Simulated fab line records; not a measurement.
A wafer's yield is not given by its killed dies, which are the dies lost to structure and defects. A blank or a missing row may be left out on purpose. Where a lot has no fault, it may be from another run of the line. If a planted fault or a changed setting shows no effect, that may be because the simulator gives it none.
What tool caused it?	flow gf180mcu	33 wafers from 11 lots sampled at 4 of the route's 602 steps

## WHAT EACH GAUGE READ, for each wafer
GF_NSD_TW_MEAS_12. Usual: for NSD_TW the level is 4235 and the standard deviation is 22.
lot	measured	on	NSD_TW	flag
L992	day 12 23:49	film-metro-01	4204 4220 4208	
L995	day 14 15:14	film-metro-04	4245 4236 4250	
L997	day 15 03:48	film-metro-01	4227 4253 4256	
L100	day 16 15:55	film-metro-03	4230 4246 4245	
L101	day 16 15:30	film-metro-04	4220 4228 4241	
L102	day 16 17:52	film-metro-03	4253 4276 4254	
L103	day 17 04:54	film-metro-01	4177 4202 4212	
L105	day 18 04:00	film-metro-03	4243 4252 4247	
L107	day 18 17:43	film-metro-04	4223 4233 4221	
L108	day 18 18:23	film-metro-04	4251 4203 4230	
L113	day 20 19:30	film-metro-04	4214 4232 4243	

GF_M1_CD_MEAS_14: target cd 230 nm. Usual: 229.9 nm for cd-nm, sd 1.3.
lot	measured	on	cd-nm (nm)	flag
L992	day 16 16:36	cd-sem-01	229.6 230.3 230.4	
L995	day 18 11:40	cd-sem-02	227.8 229.4 228.9	
L997	day 19 02:52	cd-sem-02	230.1 231.2 231.2	
L100	day 20 20:01	cd-sem-02	229.4 228.9 230.1	
L101	day 20 17:40	cd-sem-02	228.3 227.8 227.9	
L102	day 20 21:53	cd-sem-01	231.2 229.5 229.7	
L103	day 21 08:40	cd-sem-01	232.5 232.3 231.2	
L105	day 22 06:33	cd-sem-01	230.1 229.4 229.0	
L107	day 22 20:29	cd-sem-02	231.0 230.4 231.3	
L108	day 22 22:42	cd-sem-01	228.6 228.1 228.9	
L113	day 24 18:53	cd-sem-01	231.8 231.8 232.6	

## EACH LOT AND THE TOOL THAT RAN IT (in order: tool; ch and the chambers of the sampled wafers; start)
lot	GF_DNWELL_STRIP_08	GF_NWELL_STRIP_10
L992	plasma-asher-01 ch 0,1, day 2 19:00	plasma-asher-02 ch 0,1, day 3 06:57
L995	plasma-asher-04 ch 1, day 3 14:32	plasma-asher-01 ch 0, day 4 03:38
L997	plasma-asher-01 ch 0,1, day 4 00:42	plasma-asher-02 ch 0, day 4 13:56
L100	plasma-asher-01 ch 0,1, day 4 18:09	plasma-asher-02 ch 0,1, day 5 08:31
L101	plasma-asher-04 ch 0,1, day 4 21:27	plasma-asher-02 ch 0,1, day 5 11:08
L102	plasma-asher-01 ch 0,1, day 4 23:59	plasma-asher-03 ch 0,1, day 5 14:51
L103	plasma-asher-03 ch 0,1, day 5 06:54	plasma-asher-03 ch 0,1, day 5 20:17
L105	plasma-asher-01 ch 0,1, day 5 20:20	plasma-asher-01 ch 0,1, day 6 10:53
L107	plasma-asher-01 ch 0,1, day 6 03:28	plasma-asher-01 ch 0,1, day 6 18:48
L108	plasma-asher-03 ch 0,1, day 6 07:16	plasma-asher-02 ch 0,1, day 6 21:56
L113	plasma-asher-04 ch 0,1, day 7 10:02	plasma-asher-02 ch 0,1, day 8 04:40
- GF_DNWELL_STRIP_08: strips in O2/N2.
- GF_NWELL_STRIP_10: strips in O2/N2.

## WHAT THE TOOLS THEMSELVES READ (means of the sampled wafers that have a number; where no wafer has one, the mark that the record gives instead)
GF_DNWELL_STRIP_08. Usual: drypump-motor-current-A 5.8 A, standard deviation 0.42; heater-power-w 334 W, standard deviation 36; n2-flow-sccm 300.1 sccm, standard deviation 0.95; oes-product-au 0.722 a.u., standard deviation 0.0045; strip-time-to-endpoint-s 36.93 s, standard deviation 0.1.
lot	tool	drypump-motor-current-A (A)	heater-power-w (W)	n2-flow-sccm (sccm)	oes-product-au (a.u.)	strip-time-to-endpoint-s (s)	flag
L992	plasma-asher-01	5.7	348	300.5	0.724	36.91	
L995	plasma-asher-04	5.6	303	300.3	0.723	36.82	
L997	plasma-asher-01	5.7	351	298.8	0.724	36.99	
L100	plasma-asher-01	5.7	348	300.0	0.724	36.70	
L101	plasma-asher-04	5.3	324	300.1	0.724	36.85	
L102	plasma-asher-01	5.9	321	299.6	0.719	36.83	
L103	plasma-asher-03	6.2	362	299.9	0.727	36.80	
L105	plasma-asher-01	5.9	316	300.0	0.724	37.08	
L107	plasma-asher-01	5.7	350	300.5	0.968	-	OFF
L108	plasma-asher-03	6.5	357	299.8	0.718	36.92	
L113	plasma-asher-04	5.4	314	300.9	0.725	36.93	

GF_NWELL_STRIP_10. Usual: drypump-motor-current-A 6.0 A, standard deviation 0.53; heater-power-w 330 W, standard deviation 32; n2-flow-sccm 300.1 sccm, standard deviation 0.9; oes-product-au 0.722 a.u., standard deviation 0.0047; strip-time-to-endpoint-s 36.93 s, standard deviation 0.098.
lot	tool	drypump-motor-current-A (A)	heater-power-w (W)	n2-flow-sccm (sccm)	oes-product-au (a.u.)	strip-time-to-endpoint-s (s)	flag
L992	plasma-asher-02	5.7	322	299.2	0.725	36.91	
L995	plasma-asher-01	6.0	288	300.1	0.722	36.91	
L997	plasma-asher-02	5.3	335	300.0	0.718	36.86	
L100	plasma-asher-02	6.2	314	299.6	0.724	36.98	
L101	plasma-asher-02	5.7	325	300.4	0.725	36.83	
L102	plasma-asher-03	6.5	364	300.5	0.728	36.95	
L103	plasma-asher-03	6.5	356	300.7	0.726	36.94	
L105	plasma-asher-01	5.7	344	299.7	0.726	37.06	
L107	plasma-asher-01	5.9	318	300.3	0.727	38.35	OFF
L108	plasma-asher-02	6.2	315	300.5	0.723	37.00	
L113	plasma-asher-02	6.2	313	299.6	0.721	36.81	

## THE ANSWER, worked out from the rows above alone
Rule: lot off if the mean of its wafers having a number is beyond 3 standard deviations from the usual mean. A lot without any number at a reading at which 4 lots or more have one is off too. Where the step has rows for the other lots, those lots are counted as sound. After the gauges, taken in route order, come the tools' own readings; for these a lot's mean is taken, as printed above. The first step at which some lot is off is used, and at that step the reading that is off furthest; a lot without a number counts as furthest.
Off at GF_DNWELL_STRIP_08 (strip-time-to-endpoint-s): L107. Without a number there: L107.
If a tool, at that step or one of the process steps before it, ran each lot that is off and ran no sound lot following the first of them, it fits. One candidate fits, namely plasma-asher-01 at GF_DNWELL_STRIP_08. Its last sound lot is L105 (day 5 20:20), its first lot that is off L107 (day 6 03:28): a fault that began between those two fits.
On the lots that are off, the tool's own readings at GF_DNWELL_STRIP_08 differ by more than 5 times the standard deviation of the sound lots' means, which bears it out; oes-product-au reads 0.968 a.u. there versus 0.723 a.u. on the sound lots.
Blank at GF_DNWELL_STRIP_08 on the lots that are off, where sound lots have numbers: strip-time-to-endpoint-s.

## WHAT THE SIMULATOR HAD PUT IN
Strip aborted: plasma-asher-01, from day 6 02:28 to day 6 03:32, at GF_DNWELL_STRIP_08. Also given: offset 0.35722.
Struck lots among those shown: L107. The rule given above showed the same thing.
